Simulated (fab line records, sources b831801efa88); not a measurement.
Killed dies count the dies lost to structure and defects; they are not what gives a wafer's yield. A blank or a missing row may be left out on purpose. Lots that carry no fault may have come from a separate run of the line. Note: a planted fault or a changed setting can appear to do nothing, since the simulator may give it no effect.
Which tool was responsible? :: flow gf180mcu :: 38 wafers from 13 lots sampled at 4 of the route's 602 steps

== WHAT EACH GAUGE READ, for each wafer ==
GF_POLY_GATE_THK_MEAS_17. Usual: POLY_GATE_OXIDATION_THK 4.00 nm, standard deviation 0.075.
lot: L592
measured: day 9 09:10
on: filmMetro-02
POLY_GATE_OXIDATION_THK (nm): 4.01 3.90 3.93
flag: 

lot: L593
measured: day 9 19:12
on: filmMetro-03
POLY_GATE_OXIDATION_THK (nm): 3.91 3.97 4.01
flag: 

lot: L595
measured: day 10 08:12
on: filmMetro-03
POLY_GATE_OXIDATION_THK (nm): 4.09 4.11 4.09
flag: 

lot: L596
measured: day 10 14:16
on: filmMetro-01
POLY_GATE_OXIDATION_THK (nm): 4.05 4.11 4.08
flag: 

lot: L601
measured: day 11 23:18
on: filmMetro-03
POLY_GATE_OXIDATION_THK (nm): 3.89 4.01 4.04
flag: 

lot: L605
measured: day 13 07:20
on: filmMetro-02
POLY_GATE_OXIDATION_THK (nm): 4.12 4.06
flag: 

lot: L607
measured: day 13 16:17
on: filmMetro-02
POLY_GATE_OXIDATION_THK (nm): 3.93 3.93 3.96
flag: 

lot: L609
measured: day 14 06:38
on: filmMetro-03
POLY_GATE_OXIDATION_THK (nm): 4.03 4.06 4.03
flag: 

lot: L610
measured: day 14 21:06
on: filmMetro-03
POLY_GATE_OXIDATION_THK (nm): 4.05 4.01 4.10
flag: 

lot: L611
measured: day 14 23:28
on: filmMetro-01
POLY_GATE_OXIDATION_THK (nm): 4.12 4.00 4.04
flag: 

lot: L612
measured: day 15 08:43
on: filmMetro-01
POLY_GATE_OXIDATION_THK (nm): 3.98 3.96 3.97
flag: 

lot: L613
measured: day 15 09:58
on: filmMetro-01
POLY_GATE_OXIDATION_THK (nm): 4.04 4.11 4.07
flag: 

lot: L615
measured: day 16 10:08
on: filmMetro-01
POLY_GATE_OXIDATION_THK (nm): 3.93 3.96 3.83
flag: 

GF_HV_LDD_CD_MEAS_07: the cd target is 400 nm. Usual: cdNm 400.4 nm, standard deviation 2.3.
lot: L592
measured: day 10 02:26
on: cdSem-01
cdNm (nm): 403.0 402.6 402.4
flag: 

lot: L593
measured: day 10 12:41
on: cdSem-02
cdNm (nm): 399.9 400.0 401.3
flag: 

lot: L595
measured: day 11 02:25
on: cdSem-02
cdNm (nm): 402.6 402.4 401.1
flag: 

lot: L596
measured: day 11 09:29
on: cdSem-01
cdNm (nm): 401.3 400.8 400.6
flag: 

lot: L601
measured: day 12 18:37
on: cdSem-02
cdNm (nm): 395.1 396.3 397.8
flag: 

lot: L605
measured: day 14 03:11
on: cdSem-01
cdNm (nm): 397.8 398.0
flag: 

lot: L607
measured: day 14 12:55
on: cdSem-02
cdNm (nm): 399.7 399.9 401.5
flag: 

lot: L609
measured: day 15 03:20
on: cdSem-01
cdNm (nm): 403.4 401.6 402.1
flag: 

lot: L610
measured: day 15 18:36
on: cdSem-01
cdNm (nm): 398.6 401.7 399.8
flag: 

lot: L611
measured: day 15 20:52
on: cdSem-02
cdNm (nm): 398.0 395.9 398.3
flag: 

lot: L612
measured: day 16 06:22
on: cdSem-02
cdNm (nm): 400.5 399.7 400.4
flag: 

lot: L613
measured: day 16 07:37
on: cdSem-01
cdNm (nm): 397.4 399.7 395.3
flag: 

lot: L615
measured: day 17 08:53
on: cdSem-01
cdNm (nm): 402.3 402.3 401.4
flag: 

GF_HV_LDD_TW_MEAS_23. Usual: HV_LDD_2_TW 1062, standard deviation 5.7.
lot: L592
measured: day 10 21:10
on: filmMetro-04
HV_LDD_2_TW: 1061 1065 1072
flag: 

lot: L593
measured: day 11 07:53
on: filmMetro-04
HV_LDD_2_TW: 1062 1066 1061
flag: 

lot: L595
measured: day 11 21:19
on: filmMetro-02
HV_LDD_2_TW: 1058 1052 1057
flag: 

lot: L596
measured: day 12 04:58
on: filmMetro-04
HV_LDD_2_TW: 1066 1065 1071
flag: 

lot: L601
measured: day 13 15:43
on: filmMetro-01
HV_LDD_2_TW: 1058 1058 1054
flag: 

lot: L605
measured: day 15 01:08
on: filmMetro-01
HV_LDD_2_TW: 974 969
flag: OFF

lot: L607
measured: day 15 11:04
on: filmMetro-04
HV_LDD_2_TW: 1068 1065 1066
flag: 

lot: L609
measured: day 16 01:55
on: filmMetro-01
HV_LDD_2_TW: 1071 1067 1065
flag: 

lot: L610
measured: day 16 17:08
on: filmMetro-01
HV_LDD_2_TW: 1062 1058 1061
flag: 

lot: L611
measured: day 16 20:20
on: filmMetro-04
HV_LDD_2_TW: 1067 1071 1070
flag: 

lot: L612
measured: day 17 05:28
on: filmMetro-01
HV_LDD_2_TW: 1058 1058 1067
flag: 

lot: L613
measured: day 17 07:04
on: filmMetro-02
HV_LDD_2_TW: 1062 1057 1058
flag: 

lot: L615
measured: day 18 09:08
on: filmMetro-01
HV_LDD_2_TW: 1062 1055 1058
flag: 

== TOOL THAT RAN EACH LOT (tool first, then ch and the chambers of the sampled wafers, then the start) ==
lot: L592
GF_HV_LDD_IMPLANT_21: implanter-01 ch 0, day 10 20:55

lot: L593
GF_HV_LDD_IMPLANT_21: implanter-03 ch 0, day 11 07:40

lot: L595
GF_HV_LDD_IMPLANT_21: implanter-03 ch 0, day 11 21:04

lot: L596
GF_HV_LDD_IMPLANT_21: implanter-03 ch 0, day 12 04:43

lot: L601
GF_HV_LDD_IMPLANT_21: implanter-03 ch 0, day 13 15:29

lot: L605
GF_HV_LDD_IMPLANT_21: implanter-02 ch 0, day 15 00:55

lot: L607
GF_HV_LDD_IMPLANT_21: implanter-03 ch 0, day 15 10:49

lot: L609
GF_HV_LDD_IMPLANT_21: implanter-01 ch 0, day 16 01:41

lot: L610
GF_HV_LDD_IMPLANT_21: implanter-03 ch 0, day 16 16:55

lot: L611
GF_HV_LDD_IMPLANT_21: implanter-03 ch 0, day 16 20:05

lot: L612
GF_HV_LDD_IMPLANT_21: implanter-02 ch 0, day 17 05:13

lot: L613
GF_HV_LDD_IMPLANT_21: implanter-01 ch 0, day 17 06:49

lot: L615
GF_HV_LDD_IMPLANT_21: implanter-01 ch 0, day 18 08:54
- GF_HV_LDD_IMPLANT_21

== AS READ BY THE TOOLS THEMSELVES (means over the sampled wafers that have a number; for cases with no such wafer, the mark the record gives instead) ==
GF_HV_LDD_IMPLANT_21. Usual: beamOnS 10.01 s, standard deviation 0.23; faradayCurrentUA 281, standard deviation 6.2.
lot: L592
tool: implanter-01
beamOnS (s): 9.86
faradayCurrentUA: 286
flag: 

lot: L593
tool: implanter-03
beamOnS (s): 10.04
faradayCurrentUA: 281
flag: 

lot: L595
tool: implanter-03
beamOnS (s): 9.96
faradayCurrentUA: 282
flag: 

lot: L596
tool: implanter-03
beamOnS (s): 9.91
faradayCurrentUA: 285
flag: 

lot: L601
tool: implanter-03
beamOnS (s): 10.18
faradayCurrentUA: 277
flag: 

lot: L605
tool: implanter-02
beamOnS (s): 7.59
faradayCurrentUA: 371
flag: OFF

lot: L607
tool: implanter-03
beamOnS (s): 10.04
faradayCurrentUA: 280
flag: 

lot: L609
tool: implanter-01
beamOnS (s): 9.89
faradayCurrentUA: 284
flag: 

lot: L610
tool: implanter-03
beamOnS (s): 9.74
faradayCurrentUA: 289
flag: 

lot: L611
tool: implanter-03
beamOnS (s): 9.93
faradayCurrentUA: 284
flag: 

lot: L612
tool: implanter-02
beamOnS (s): 9.91
faradayCurrentUA: 284
flag: 

lot: L613
tool: implanter-01
beamOnS (s): 9.85
faradayCurrentUA: 286
flag: 

lot: L615
tool: implanter-01
beamOnS (s): 10.21
faradayCurrentUA: 277
flag: 

== THE ANSWER, worked out from the rows above alone ==
Rule: a lot counts as off when the mean over its wafers that have a number is more than 3 standard deviations away from the usual mean. A lot without any number at a reading at which 4 lots or more have one is off too. Any other lot the step has rows for is counted as sound. After the gauges, taken in route order, come the tools' own readings; for these a lot's mean is taken, as printed above. The first step at which some lot is off is used, and at that step the reading that is off furthest; a lot without a number counts as furthest.
Off: L605, seen at GF_HV_LDD_TW_MEAS_23 (HV_LDD_2_TW).
A tool fits if, at a process step before that reading, it ran every lot that is off, and no sound lot after the first of them. Not tried: the gauges at GF_HV_LDD_TW_MEAS_23; whatever is off there is also off at GF_HV_LDD_IMPLANT_21, on other tools, and gauge error can't account for it. No candidate that was tried fits.

== WHAT THE SIMULATOR HAD PUT IN ==
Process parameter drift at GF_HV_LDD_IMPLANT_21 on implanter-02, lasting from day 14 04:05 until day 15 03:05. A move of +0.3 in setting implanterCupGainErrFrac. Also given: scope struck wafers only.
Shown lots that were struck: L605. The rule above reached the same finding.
